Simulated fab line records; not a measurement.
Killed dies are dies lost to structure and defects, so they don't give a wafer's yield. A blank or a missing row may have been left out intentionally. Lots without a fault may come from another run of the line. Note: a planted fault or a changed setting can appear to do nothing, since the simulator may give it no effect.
fab line records | flow sky130
record lots=5 | wafers=15 | last-day=49
route steps=708 shown FIELD_ISO@21 NWELL@32 DNWELL@35
lots untouched by any fault: they come from a run of this same line in which no faults occurred
start-h: hours from the record's opening day to when the first of the lot's shown wafers began | wait-h: time in hours since the lot's previous step | " unchanged from the row above | L1.1+2: a single row standing in for several wafers | - no value present, or no start provided | * or withheld: withheld | < > ~ a bound
route shown NAME@n: names a module that has steps shown in the file, with the first one's number in the route | usual: mean/standard deviation taken from wafers without a fault | same: alike in all rows | chamber/n: place in a boat | sites: readings site by site | _std_site: standard deviation of those values | _edge_site: outer sites' mean less inner sites' | radius-mm: how far each site lies from the wafer's centre | mask NAME#n: copy n | behind: the most recent tool/chamber to have shaped the wafer | hold: what put the lot on hold/how long, in hours/how the hold closed | device: the transistor (n, p or np) that didn't switch | end of line: tests run on the same wafers once the route is complete | a step with no rows: only its recipe | killed: dies that structure and defects cost at the first sort, which is not the same as the wafer's yield | map: the dies of a wafer, with x for killed, . for not killed, _ for no die there
set.NAME: setting as actually run; set.NAME@STEP: the setting as run at that earlier step | model.NAME: the simulator's own value behind a step, which no gauge read
lots seen at some steps along the route; tables by step, rows by wafer
services: the hour from which a tool's chamber was out of use, counted from the record's first day as start-h (under 0 if before that day), plus the number of hours and why
## steps
# step SKY_FIELD_ISO_CLEAN_20
# recipe chemistry=dHF | time-s=20 | dilution=100:1
lot.wafer  | tool         | chamber | start-h | wait-h
L078.2+4+5 | wet-bench-03 | 1       | 50.50   | 0.0
L084.1+4+6 | wet-bench-02 | 0       | 81.40   | 0.0
L085.2+3+5 | wet-bench-02 | 3       | 87.85   | 0.0
L092.2+3+6 | wet-bench-03 | 3       | 125.20  | 0.0
L093.1+2+6 | wet-bench-03 | 1       | 129.20  | 0.0
# step SKY_FIELD_ISO_WET_ETCH_21
# recipe chemistry=dHF | dilution=100:1 | target-depth-nm=20 | dry=ipa-marangoni | target=SiO2 | temp-c=25 | time-s=400
lot.wafer  | tool         | chamber | start-h | wait-h
L078.2+4+5 | wet-bench-03 | 2       | 50.51   | 0.0
L084.1+4+6 | wet-bench-03 | 1       | 81.42   | 0.0
L085.2+3+5 | wet-bench-03 | 0       | 87.86   | 0.0
L092.2+3+6 | wet-bench-02 | 2       | 125.23  | 0.0
L093.1+2+6 | wet-bench-01 | 3       | 129.23  | 0.0
# step SKY_FIELD_ISO_OXIDATION_22
# recipe temp-c=950 | ambient=O2 | stabilise-s=600 | purge-s=300 | target-thk-a=100 | ox-time-s=623
# usual zone-power-lower-pct=22.4/1.5 | zone-power-upper-pct=19.37/0.2
# same stabilise-s=600
lot.wafer | tool       | chamber | start-h | wait-h | zone-power-lower-pct | zone-power-upper-pct
L078.2    | furnace-02 | 0       | 51.63   | 1.0    | 24.1                 | 18.94
L078.4    | "          | 0       | "       | "      | 24.5                 | 19.21
L078.5    | "          | 0       | "       | "      | 24.3                 | 19.40
L084.1    | furnace-02 | 0       | 81.53   | 0.0    | 24.1                 | 19.27
L084.4    | "          | 0       | "       | "      | 24.2                 | 19.51
L084.6    | "          | 0       | "       | "      | 24.1                 | 19.51
L085.2    | furnace-02 | 0       | 88.71   | 0.7    | 24.4                 | 19.34
L085.3    | "          | 0       | "       | "      | 24.4                 | 19.64
L085.5    | "          | 0       | "       | "      | 23.8                 | 19.58
L092.2    | furnace-01 | 0       | 127.65  | 2.3    | 20.7                 | 19.25
L092.3    | "          | 0       | "       | "      | 21.0                 | 19.36
L092.6    | "          | 0       | "       | "      | 21.1                 | 19.09
L093.1    | furnace-02 | 0       | 130.81  | 1.5    | 24.0                 | 19.15
L093.2    | "          | 0       | "       | "      | 23.9                 | 19.61
L093.6    | "          | 0       | "       | "      | 24.2                 | 19.25
# step SKY_FIELD_ISO_THK_MEAS_23
# recipe reads=SiO2_of_FIELD_ISO_OXIDATION_22
# usual FIELD_ISO_OXIDATION_01_THK=9.98/0.15
lot.wafer | tool          | chamber | start-h | wait-h | FIELD_ISO_OXIDATION_01_THK[nm]
L078.2    | film-metro-02 | -       | 52.81   | 0.0    | 10.15
L078.4    | "             | -       | "       | "      | 10.05
L078.5    | "             | -       | "       | "      | 10.04
L084.1    | film-metro-03 | -       | 82.71   | 0.0    | 10.02
L084.4    | "             | -       | "       | "      | 9.95
L084.6    | "             | -       | "       | "      | 10.02
L085.2    | film-metro-01 | -       | 89.90   | 0.0    | 10.26
L085.3    | "             | -       | "       | "      | 10.05
L085.5    | "             | -       | "       | "      | 10.30
L092.2    | film-metro-01 | -       | 128.83  | 0.0    | 9.98
L092.3    | "             | -       | "       | "      | 10.07
L092.6    | "             | -       | "       | "      | 9.99
L093.1    | film-metro-03 | -       | 131.99  | 0.0    | 9.78
L093.2    | "             | -       | "       | "      | 9.89
L093.6    | "             | -       | "       | "      | 9.87
# step SKY_FIELD_ISO_CVD_24
# recipe material=SiO2 | target-thk-nm=595 | temp-c=650 | sigma-open-frac=0.3 | time-s=99.2 | sih4-flow-sccm=60 | pressure-mtorr=6
# usual pressure-mtorr=5.999/0.011
lot.wafer | tool      | chamber | start-h | wait-h | pressure-mtorr
L078.2    | hdpcvd-02 | 1       | 52.87   | 0.0    | 6.008
L078.4    | "         | 1       | "       | "      | 6.010
L078.5    | "         | 2       | "       | "      | 6.018
L084.1    | hdpcvd-01 | 2       | 82.77   | 0.1    | 5.984
L084.4    | "         | 0       | "       | "      | 6.008
L084.6    | "         | 2       | "       | "      | 5.986
L085.2    | hdpcvd-02 | 2       | 89.95   | 0.0    | 5.987
L085.3    | "         | 0       | "       | "      | 6.017
L085.5    | "         | 0       | "       | "      | 6.014
L092.2    | hdpcvd-02 | 2       | 128.88  | 0.0    | 5.990
L092.3    | "         | 1       | "       | "      | 6.007
L092.6    | "         | 2       | "       | "      | 5.996
L093.1    | hdpcvd-01 | 1       | 132.05  | 0.1    | 6.013
L093.2    | "         | 0       | "       | "      | 6.001
L093.6    | "         | 1       | "       | "      | 5.999
# step SKY_FIELD_ISO_THK_MEAS_25
# recipe reads=SiO2_of_FIELD_ISO_CVD_24
# usual FIELD_ISO_CVD_24_THK=599/7.1
lot.wafer | tool          | chamber | start-h | wait-h | FIELD_ISO_CVD_24_THK[nm]
L078.2    | film-metro-01 | -       | 52.95   | 0.0    | 604
L078.4    | "             | -       | "       | "      | 607
L078.5    | "             | -       | "       | "      | 612
L084.1    | film-metro-02 | -       | 82.84   | 0.0    | 609
L084.4    | "             | -       | "       | "      | 581
L084.6    | "             | -       | "       | "      | 607
L085.2    | film-metro-03 | -       | 90.03   | 0.0    | 589
L085.3    | "             | -       | "       | "      | 595
L085.5    | "             | -       | "       | "      | 597
L092.2    | film-metro-02 | -       | 128.96  | 0.0    | 605
L092.3    | "             | -       | "       | "      | 599
L092.6    | "             | -       | "       | "      | 609
L093.1    | film-metro-01 | -       | 132.12  | 0.0    | 599
L093.2    | "             | -       | "       | "      | 587
L093.6    | "             | -       | "       | "      | 598
# step SKY_FIELD_ISO_ANNEAL_26
# recipe temp-c=1000 | time-s=1800 | ambient=N2
# usual zone-power-lower-pct=25.3/1.7 | zone-power-upper-pct=21.70/0.23
lot.wafer | tool       | chamber | start-h | wait-h | zone-power-lower-pct | zone-power-upper-pct
L078.2    | furnace-02 | 0       | 54.15   | 1.2    | 27.2                 | 21.89
L078.4    | "          | 0       | "       | "      | 27.3                 | 21.74
L078.5    | "          | 0       | "       | "      | 27.1                 | 21.85
L084.1    | furnace-01 | 0       | 83.36   | 0.5    | 23.6                 | 21.53
L084.4    | "          | 0       | "       | "      | 23.8                 | 21.66
L084.6    | "          | 0       | "       | "      | 23.7                 | 21.56
L085.2    | furnace-01 | 0       | 91.81   | 1.8    | 23.8                 | 21.64
L085.3    | "          | 0       | "       | "      | 23.4                 | 21.45
L085.5    | "          | 0       | "       | "      | 23.8                 | 21.69
L092.2    | furnace-01 | 0       | 130.35  | 1.4    | 23.5                 | 21.37
L092.3    | "          | 0       | "       | "      | 23.6                 | 21.43
L092.6    | "          | 0       | "       | "      | 24.0                 | 21.99
L093.1    | furnace-02 | 0       | 133.23  | 1.1    | 27.2                 | 21.30
L093.2    | "          | 0       | "       | "      | 27.1                 | 22.09
L093.6    | "          | 0       | "       | "      | 26.7                 | 21.58
# step SKY_FIELD_ISO_CMP_27
# recipe stop-on=Si3N4 | t-overpolish-s=16 | down-force-psi=4 | platen-rpm=60 | target-thk-nm=457.8 | pad-velocity-m-s=0.94248
# usual motor-current-A=12.3/0.76 | overpolish-run-s=16.000/0.0086 | retaining-ring-pressure-frac=1.000/0.0048 | time-to-endpoint-s=111/4.7
lot.wafer | tool   | chamber | start-h | wait-h | motor-current-A | overpolish-run-s | retaining-ring-pressure-frac | time-to-endpoint-s
L078.4    | cmp-01 | 0       | 55.70   | 0.1    | 11.5            | 15.993           | 1.004                        | 113
L078.2    | "      | 1       | "       | "      | 12.0            | 16.011           | 1.003                        | 101
L078.5    | "      | 3       | "       | "      | 11.9            | 16.005           | 1.002                        | 110
L084.1    | cmp-01 | 2       | 84.86   | 0.0    | 13.1            | 16.010           | 1.010                        | 113
L084.4    | "      | 1       | "       | "      | 13.1            | 16.013           | 1.004                        | 99
L084.6    | "      | 3       | "       | "      | 12.2            | 15.991           | 0.992                        | 109
L085.3    | cmp-02 | 2       | 93.31   | 0.0    | 13.7            | 15.993           | 1.004                        | 111
L085.2    | "      | 3       | "       | "      | 11.5            | 16.004           | 1.001                        | 107
L085.5    | "      | 3       | "       | "      | 12.3            | 15.994           | 1.003                        | 110
L092.2    | cmp-02 | 0       | 131.95  | 0.1    | 12.1            | 16.009           | 1.001                        | 107
L092.3    | "      | 1       | "       | "      | 10.9            | 15.977           | 0.997                        | 109
L092.6    | "      | 3       | "       | "      | 12.2            | 16.005           | 0.994                        | 108
L093.1    | cmp-01 | 1       | 134.78  | 0.1    | 12.8            | 16.002           | 0.998                        | 104
L093.2    | "      | 2       | "       | "      | 12.3            | 15.999           | 0.995                        | 112
L093.6    | "      | 1       | "       | "      | 12.6            | 16.009           | 0.991                        | 103
# step SKY_FIELD_ISO_WET_ETCH_28
# recipe chemistry=dHF | target-depth-nm=23.7 | target=SiO2 | dilution=10:1 | temp-c=25 | time-s=47
lot.wafer  | tool         | chamber | start-h | wait-h
L078.2+4+5 | wet-bench-01 | 1       | 55.95   | 0.1
L084.1+4+6 | wet-bench-03 | 0       | 85.16   | 0.2
L085.2+3+5 | wet-bench-03 | 0       | 93.61   | 0.2
L092.2+3+6 | wet-bench-01 | 1       | 132.15  | 0.1
L093.1+2+6 | wet-bench-02 | 3       | 135.03  | 0.2
# step SKY_FIELD_ISO_WET_ETCH_29
# recipe chemistry=H3PO4 | target-depth-nm=160 | target=Si3N4 | temp-c=160 | time-s=1825
lot.wafer  | tool         | chamber | start-h | wait-h
L078.2+4+5 | wet-bench-01 | 1       | 55.97   | 0.0
L084.1+4+6 | wet-bench-01 | 0       | 85.18   | 0.0
L085.2+3+5 | wet-bench-01 | 2       | 93.63   | 0.0
L092.2+3+6 | wet-bench-02 | 2       | 132.17  | 0.0
L093.1+2+6 | wet-bench-03 | 0       | 135.06  | 0.0
# step SKY_FIELD_ISO_WET_ETCH_30
# recipe chemistry=dHF | target-depth-nm=25 | target=SiO2 | dilution=10:1 | temp-c=25 | time-s=50
lot.wafer  | tool         | chamber | start-h | wait-h
L078.2+4+5 | wet-bench-02 | 3       | 56.49   | 0.0
L084.1+4+6 | wet-bench-03 | 0       | 85.69   | 0.0
L085.2+3+5 | wet-bench-03 | 1       | 94.19   | 0.0
L092.2+3+6 | wet-bench-01 | 0       | 132.69  | 0.0
L093.1+2+6 | wet-bench-01 | 1       | 136.18  | 0.0
# step SKY_NWELL_CLEAN_00
# recipe chemistry=SC1/SC2 | mix=1:4:20 | temp-c=70 | time-s=150 | dry=n2-spin
lot.wafer  | tool         | chamber | start-h | wait-h
L078.2+4+5 | wet-bench-02 | 0       | 56.51   | 0.0
L084.1+4+6 | wet-bench-01 | 1       | 85.72   | 0.0
L085.2+3+5 | wet-bench-02 | 2       | 94.22   | 0.0
L092.2+3+6 | wet-bench-02 | 3       | 132.71  | 0.0
L093.1+2+6 | wet-bench-03 | 0       | 136.20  | 0.0
# step SKY_NWELL_OXIDATION_01
# recipe temp-c=900 | ambient=O2 | stabilise-s=600 | purge-s=300 | target-thk-a=100 | ox-time-s=1418
# usual zone-power-lower-pct=19.7/1.3 | zone-power-upper-pct=17.11/0.19
# same stabilise-s=600
lot.wafer | tool       | chamber | start-h | wait-h | zone-power-lower-pct | zone-power-upper-pct
L078.2    | furnace-01 | 0       | 59.72   | 3.2    | 18.5                 | 17.06
L078.4    | "          | 0       | "       | "      | 18.6                 | 17.03
L078.5    | "          | 0       | "       | "      | 18.8                 | 17.05
L084.1    | furnace-02 | 0       | 87.32   | 1.6    | 21.2                 | 17.01
L084.4    | "          | 0       | "       | "      | 21.8                 | 17.44
L084.6    | "          | 0       | "       | "      | 21.0                 | 17.38
L085.2    | furnace-01 | 0       | 95.83   | 1.6    | 18.7                 | 17.04
L085.3    | "          | 0       | "       | "      | 18.8                 | 17.02
L085.5    | "          | 0       | "       | "      | 18.7                 | 17.06
L092.2    | furnace-01 | 0       | 133.36  | 0.6    | 18.6                 | 16.99
L092.3    | "          | 0       | "       | "      | 18.7                 | 16.81
L092.6    | "          | 0       | "       | "      | 18.7                 | 17.11
L093.1    | furnace-02 | 0       | 137.42  | 1.1    | 21.2                 | 17.25
L093.2    | "          | 0       | "       | "      | 21.3                 | 17.50
L093.6    | "          | 0       | "       | "      | 21.3                 | 17.33
# step SKY_NWELL_THK_MEAS_02
# recipe reads=SiO2_of_NWELL_OXIDATION_01
# usual NWELL_OXIDATION_THK=10.00/0.18
lot.wafer | tool          | chamber | start-h | wait-h | NWELL_OXIDATION_THK[nm]
L078.2    | film-metro-04 | -       | 61.12   | 0.0    | 10.07
L078.4    | "             | -       | "       | "      | 10.26
L078.5    | "             | -       | "       | "      | 10.22
L084.1    | film-metro-01 | -       | 88.71   | 0.0    | 10.09
L084.4    | "             | -       | "       | "      | 10.17
L084.6    | "             | -       | "       | "      | 10.10
L085.2    | film-metro-01 | -       | 97.23   | 0.0    | 9.74
L085.3    | "             | -       | "       | "      | 9.91
L085.5    | "             | -       | "       | "      | 9.77
L092.2    | film-metro-01 | -       | 134.77  | 0.0    | 9.81
L092.3    | "             | -       | "       | "      | 9.92
L092.6    | "             | -       | "       | "      | 9.88
L093.1    | film-metro-04 | -       | 138.81  | 0.0    | 9.98
L093.2    | "             | -       | "       | "      | 10.06
L093.6    | "             | -       | "       | "      | 10.01
# step SKY_DNWELL_DEHYDRATE_00
# recipe temp-c=200 | time-s=60
# usual exhaust-pa=45.1/0.89
lot.wafer | tool           | chamber | start-h | wait-h | exhaust-pa
L078.2    | litho-track-03 | 0       | 68.22   | 7.1    | 44.9
L078.4    | "              | 0       | "       | "      | 45.6
L078.5    | "              | 0       | "       | "      | 44.7
L084.1    | litho-track-02 | 0       | 96.36   | 7.6    | 45.5
L084.4    | "              | 0       | "       | "      | 44.7
L084.6    | "              | 0       | "       | "      | 44.7
L085.2    | litho-track-04 | 0       | 105.20  | 8.0    | 45.3
L085.3    | "              | 0       | "       | "      | 45.1
L085.5    | "              | 0       | "       | "      | 44.2
L092.2    | litho-track-02 | 0       | 143.99  | 9.2    | 46.7
L092.3    | "              | 0       | "       | "      | 46.9
L092.6    | "              | 0       | "       | "      | 44.5
L093.1    | litho-track-02 | 0       | 147.71  | 8.9    | 44.7
L093.2    | "              | 0       | "       | "      | 44.1
L093.6    | "              | 0       | "       | "      | 45.8
# step SKY_DNWELL_HMDS_01
# recipe prime-time-s=60 | prime-temp-c=120
# usual exhaust-pa=45.0/0.96
lot.wafer | tool           | chamber | start-h | wait-h | exhaust-pa
L078.2    | litho-track-03 | 0       | 68.37   | 0.1    | 44.3
L078.4    | "              | 0       | "       | "      | 44.7
L078.5    | "              | 0       | "       | "      | 45.3
L084.1    | litho-track-02 | 0       | 96.51   | 0.1    | 44.7
L084.4    | "              | 0       | "       | "      | 45.5
L084.6    | "              | 0       | "       | "      | 45.6
L085.2    | litho-track-04 | 0       | 105.35  | 0.1    | 46.2
L085.3    | "              | 0       | "       | "      | 45.2
L085.5    | "              | 0       | "       | "      | 45.9
L092.2    | litho-track-02 | 0       | 144.14  | 0.1    | 45.3
L092.3    | "              | 0       | "       | "      | 44.4
L092.6    | "              | 0       | "       | "      | 45.7
L093.1    | litho-track-02 | 0       | 147.86  | 0.1    | 46.1
L093.2    | "              | 0       | "       | "      | 43.5
L093.6    | "              | 0       | "       | "      | 45.0
# step SKY_DNWELL_COAT_02
# recipe spin-rpm=2000 | resist-thk-nm=3000
# usual exhaust-pa=44.9/1.1
lot.wafer | tool           | chamber | start-h | wait-h | exhaust-pa
L078.2    | litho-track-03 | 0       | 68.52   | 0.1    | 44.7
L078.4    | "              | 0       | "       | "      | 45.1
L078.5    | "              | 0       | "       | "      | 45.3
L084.1    | litho-track-02 | 0       | 96.66   | 0.1    | 43.8
L084.4    | "              | 0       | "       | "      | 44.9
L084.6    | "              | 0       | "       | "      | 45.5
L085.2    | litho-track-04 | 0       | 105.50  | 0.1    | 44.4
L085.3    | "              | 0       | "       | "      | 44.7
L085.5    | "              | 0       | "       | "      | 45.1
L092.2    | litho-track-02 | 0       | 144.29  | 0.1    | 45.9
L092.3    | "              | 0       | "       | "      | 45.8
L092.6    | "              | 0       | "       | "      | 45.0
L093.1    | litho-track-02 | 0       | 148.01  | 0.1    | 44.4
L093.2    | "              | 0       | "       | "      | 43.5
L093.6    | "              | 0       | "       | "      | 43.8
## services
tool         | chamber | start-h | hours | kind
cmp-02       | -       | 45.89   | 0.5   | repair
cmp-01       | -       | 45.93   | 0.5   | repair
wet-bench-03 | -       | 55.61   | 1.0   | repair
cmp-01       | -       | 57.25   | 0.3   | repair
cmp-02       | -       | 64.00   | 4.0   | pm
hdpcvd-01    | -       | 66.75   | 15.0  | pm
hdpcvd-01    | 0       | 66.75   | 15.0  | vent-cycle
hdpcvd-01    | 1       | 66.75   | 15.0  | vent-cycle
hdpcvd-01    | 2       | 66.75   | 15.0  | vent-cycle
cmp-02       | -       | 68.00   | -     | consumable-replace:conditioner
cmp-02       | -       | 68.00   | -     | consumable-replace:pad
cmp-02       | -       | 72.48   | 1.0   | repair
cmp-02       | -       | 80.53   | 4.9   | pm
hdpcvd-01    | 0       | 81.75   | -     | clean
hdpcvd-01    | 1       | 81.75   | -     | clean
hdpcvd-01    | 2       | 81.75   | -     | clean
wet-bench-02 | -       | 82.22   | 5.4   | repair
furnace-01   | -       | 85.99   | 5.8   | repair
wet-bench-01 | -       | 88.90   | 1.9   | pm
cmp-02       | -       | 90.31   | 0.8   | repair
cmp-01       | -       | 94.36   | 1.5   | repair
furnace-02   | -       | 123.16  | 3.4   | pm
cmp-01       | -       | 135.92  | 1.3   | repair
## key
fault none
